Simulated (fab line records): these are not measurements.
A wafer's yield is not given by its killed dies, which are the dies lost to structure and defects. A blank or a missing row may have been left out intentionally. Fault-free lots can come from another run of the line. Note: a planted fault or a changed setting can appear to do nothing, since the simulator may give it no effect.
Matching of chambers -- flow sky130 -- 4 sister chambers for SKY_POLY_GATE_ETCH_17 on rieSi-01
The step etches poly-Si in HBr/Cl2, stops on SiO2, target depth 180 nm, time 67.32 s. 7 wafers are shown with their chamber, then 7 later ones without.

EACH WAFER AND ITS CHAMBER
wafer,chamber,heBacksideLeakSccm (sccm),oesProductAu (a.u.)
L627.5,2,3.00,1.000
L631.2,2,2.93,0.988
L631.5,0,2.72,0.987
L639.3,3,2.77,0.988
L639.6,1,2.40,1.001
L641.2,3,3.00,0.989
L641.4,1,2.39,1.002

WAFERS WITHOUT THEIR CHAMBER
wafer,heBacksideLeakSccm (sccm),oesProductAu (a.u.)
L641.5,2.82,0.990
L643.3,3.12,0.992
L643.5,2.87,1.003
L643.6,2.37,0.983
L646.2,2.36,1.004
L646.3,2.94,0.993
L646.4,2.91,0.999

CHAMBER TAKEN BY EACH
wafer,from the rows above,in truth
L641.5,can't be placed: 3 or 0 or 2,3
L643.3,can't be placed: 2 or 3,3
L643.5,can't be placed: 2 or 3 or 0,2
L643.6,can't be placed: 0 or 1 or 3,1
L646.2,1,1
L646.3,can't be placed: 2 or 3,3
L646.4,can't be placed: 2 or 3 or 0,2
Correctly placed: 1 of 7. Not placeable from these rows: 6 (in 6, the candidates include the true chamber). Placed wrongly: 0.
How it was worked out, from the rows above alone: a wafer's distance from a chamber is the root of the sum, over the readings, of the square of ((its reading less the chamber's mean) divided by the reading's scatter). The wafer belongs to the nearest chamber; if the next one is less than 2 further off, it can't be placed. A chamber's mean is the mean of its shown wafers. The scatter is the square root of a quotient: the sum, over the shown wafers, of each reading's squared deviation from its chamber's mean, divided by wafers minus chambers.
